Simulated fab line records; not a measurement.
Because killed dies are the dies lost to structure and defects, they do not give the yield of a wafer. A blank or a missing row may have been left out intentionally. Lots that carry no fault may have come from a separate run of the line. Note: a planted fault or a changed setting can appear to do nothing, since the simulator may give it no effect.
Which tool did it? ; flow sky130 ; Sampling: 14 lots, 42 wafers, 4 of 708 route steps

WHAT THE GAUGES READ, wafer by wafer
SKY_LI_CONTACT_RS_MEAS_22: measurement is done with a four-point probe. Usual: LI_CONTACT_W_RS typically reads 0.2845 ohm/sq, with standard deviation 0.0025.
lot;measured;on;LI_CONTACT_W_RS (ohm/sq);flag
L249;day 30 12:32;filmMetro-04;0.2839 0.2848 0.2834;
L248;day 30 13:11;filmMetro-03;0.2839 0.2816 0.2839;
L251;day 30 19:47;filmMetro-04;0.2843 0.2843 0.2817;
L252;day 31 02:50;filmMetro-04;0.2865 0.2880 0.2851;
L256;day 32 10:11;filmMetro-02;0.2854 0.2810 0.2816;
L257;day 32 16:30;filmMetro-03;0.2833 0.2843 0.2845;
L258;day 33 11:00;filmMetro-03;0.2851 0.2863 0.2856;
L259;day 33 13:14;filmMetro-02;0.2835 0.2832 0.2841;
L264;day 34 22:13;filmMetro-02;0.2890 0.2852 0.2857;
L267;day 35 19:04;filmMetro-02;0.2798 0.2861 0.2835;
L266;day 35 19:18;filmMetro-04;0.2825 0.2829 0.2790;
L269;day 37 17:15;filmMetro-02;0.2854 0.2897 0.2858;
L270;day 37 18:23;filmMetro-02;0.2841 0.2807 0.2833;
L268;day 37 21:12;filmMetro-03;0.2851 0.2807 0.2860;

SKY_CONTACT_BOW_MEAS_05. Usual: CONTACT_BOW typically reads 82 um, with standard deviation 7.
lot;measured;on;CONTACT_BOW (um);flag
L249;day 31 18:11;filmMetro-01;80 91 82;
L248;day 31 18:55;filmMetro-01;86 78 82;
L251;day 32 00:47;filmMetro-01;93 87 88;
L252;day 32 08:49;filmMetro-04;84 68 78;
L256;day 33 15:33;filmMetro-03;90 78 91;
L257;day 33 21:25;filmMetro-01;80 70 84;
L258;day 34 15:55;filmMetro-01;86 83 87;
L259;day 34 17:41;filmMetro-01;84 89 92;
L267;day 36 22:37;filmMetro-04;72 79 68;
L269;day 38 20:57;filmMetro-04;88 80 71;
L270;day 38 21:54;filmMetro-04;81 75 89;
L268;day 39 01:04;filmMetro-04;93 86 79;

WHICH TOOL RAN EACH LOT (tool, then ch and the chambers of the sampled wafers, then the start)
lot;SKY_LOCAL_INTERCONNECT_METAL_ETCH_14;SKY_LOCAL_INTERCONNECT_STRIP_15
L249;rieMetal-02 ch 0,1, day 31 17:01;plasmaAsher-04 ch 1, day 31 17:04
L248;rieMetal-04 ch 0,1, day 31 17:44;plasmaAsher-04 ch 0,1, day 31 17:47
L251;rieMetal-04 ch 0,1, day 31 23:37;plasmaAsher-04 ch 0,1, day 31 23:40
L252;rieMetal-02 ch 0,1, day 32 07:13;plasmaAsher-04 ch 0,1, day 32 07:16
L256;rieMetal-02 ch 1, day 33 14:17;plasmaAsher-03 ch 0,1, day 33 14:22
L257;rieMetal-02 ch 1, day 33 20:10;plasmaAsher-03 ch 0, day 33 20:15
L258;rieMetal-04 ch 0, day 34 14:44;plasmaAsher-04 ch 0,1, day 34 14:47
L259;rieMetal-04 ch 0,1, day 34 16:31;plasmaAsher-02 ch 0,1, day 34 16:34
L264;rieMetal-04 ch 0,1, day 36 01:04;plasmaAsher-02 ch 0,1, day 36 01:08
L267;rieMetal-02 ch 0,1, day 36 21:25;plasmaAsher-03 ch 0,1, day 36 21:29
L266;rieMetal-04 ch 0,1, day 36 22:10;plasmaAsher-02 ch 0,1, day 36 22:14
L269;rieMetal-01 ch 0, day 38 19:47;plasmaAsher-03 ch 1, day 38 19:50
L270;rieMetal-02 ch 0,1, day 38 20:44;plasmaAsher-04 ch 0,1, day 38 20:47
L268;rieMetal-02 ch 0,1, day 38 23:38;plasmaAsher-02 ch 0,1, day 38 23:41
- SKY_LOCAL_INTERCONNECT_METAL_ETCH_14: etches TiN in Cl2/BCl3, stops on PSG, target depth 110 nm, time 31.4 s.
- SKY_LOCAL_INTERCONNECT_STRIP_15: strips in O2/N2.

AS READ BY THE TOOLS THEMSELVES (means over the sampled wafers that have a number; for cases with no such wafer, the mark the record gives instead)
SKY_LOCAL_INTERCONNECT_METAL_ETCH_14. Usual: biasW 48.51 W, standard deviation 0.13; drypumpMotorCurrentA 5.7 A, standard deviation 0.37; oesProductAu 0.941 a.u., standard deviation 0.0075; throttleValvePct 21.902 %, standard deviation 0.0099.
lot;tool;biasW (W);drypumpMotorCurrentA (A);oesProductAu (a.u.);throttleValvePct (%);flag
L249;rieMetal-02;48.53;5.6;0.940;21.904;
L248;rieMetal-04;48.54;5.6;0.938;21.911;
L251;rieMetal-04;48.44;5.6;0.953;21.890;
L252;rieMetal-02;48.51;5.9;0.932;21.889;
L256;rieMetal-02;48.58;5.4;0.948;21.912;
L257;rieMetal-02;48.60;5.4;0.944;21.893;
L258;rieMetal-04;48.44;6.1;0.939;21.910;
L259;rieMetal-04;48.44;5.6;0.938;21.900;
L264;rieMetal-04;48.45;5.8;0.899;21.933;OFF
L267;rieMetal-02;48.55;5.6;0.935;21.914;
L266;rieMetal-04;48.64;5.6;0.895;21.923;OFF
L269;rieMetal-01;48.65;6.1;0.942;21.890;
L270;rieMetal-02;48.49;5.9;0.942;21.901;
L268;rieMetal-02;48.58;5.6;0.940;21.893;

SKY_LOCAL_INTERCONNECT_STRIP_15. Usual: drypumpMotorCurrentA 6.1 A, standard deviation 0.38; n2FlowSccm 300.0 sccm, standard deviation 0.86; oesProductAu 0.426 a.u., standard deviation 0.0044; stripTimeToEndpointS 4.702 s, standard deviation 0.019.
lot;tool;drypumpMotorCurrentA (A);n2FlowSccm (sccm);oesProductAu (a.u.);stripTimeToEndpointS (s);flag
L249;plasmaAsher-04;5.8;301.3;0.426;4.677;
L248;plasmaAsher-04;6.2;300.1;0.422;4.692;
L251;plasmaAsher-04;6.2;299.7;0.422;4.684;
L252;plasmaAsher-04;6.2;300.7;0.427;4.690;
L256;plasmaAsher-03;5.8;299.8;0.428;4.686;
L257;plasmaAsher-03;6.6;299.8;0.426;4.694;
L258;plasmaAsher-04;6.0;300.6;0.421;4.689;
L259;plasmaAsher-02;6.0;299.9;0.428;4.725;
L264;plasmaAsher-02;6.0;300.1;0.426;4.773;OFF
L267;plasmaAsher-03;6.2;299.2;0.423;4.717;
L266;plasmaAsher-02;6.0;300.4;0.429;4.786;OFF
L269;plasmaAsher-03;5.4;299.0;0.425;4.686;
L270;plasmaAsher-04;6.2;299.2;0.426;4.705;
L268;plasmaAsher-02;6.2;300.1;0.428;4.719;

THE ANSWER, worked out from the rows above alone
Rule: lot off if the mean of its wafers having a number is beyond 3 standard deviations from the usual mean. A lot without any number at a reading at which 4 lots or more have one is off too. Any other lot the step has rows for is counted as sound. After the gauges, taken in route order, come the tools' own readings; for these a lot's mean is taken, as printed above. The first step at which some lot is off is used, and at that step the reading that is off furthest; a lot without a number counts as furthest.
Off, at SKY_LOCAL_INTERCONNECT_METAL_ETCH_14 on oesProductAu: L264, L266.
If a tool, at that step or one of the process steps before it, ran each lot that is off and ran no sound lot following the first of them, it fits. One fits: SKY_LOCAL_INTERCONNECT_METAL_ETCH_14 on rieMetal-04. A fault onset in the window from L259 (day 34 16:31, its last sound lot) to L264 (day 36 01:04, its first lot off) fits.
The tool's own readings at SKY_LOCAL_INTERCONNECT_METAL_ETCH_14 bear it out: on the lots that are off they differ by more than 5 times the standard deviation of the sound lots' means. oesProductAu reads 0.897 a.u. there against 0.941 a.u. on the sound lots.

WHAT THE SIMULATOR PUT IN
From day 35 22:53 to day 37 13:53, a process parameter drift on rieMetal-04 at SKY_LOCAL_INTERCONNECT_METAL_ETCH_14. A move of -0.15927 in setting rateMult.
Lots struck among those shown: L264, L266. The rule above found the same.
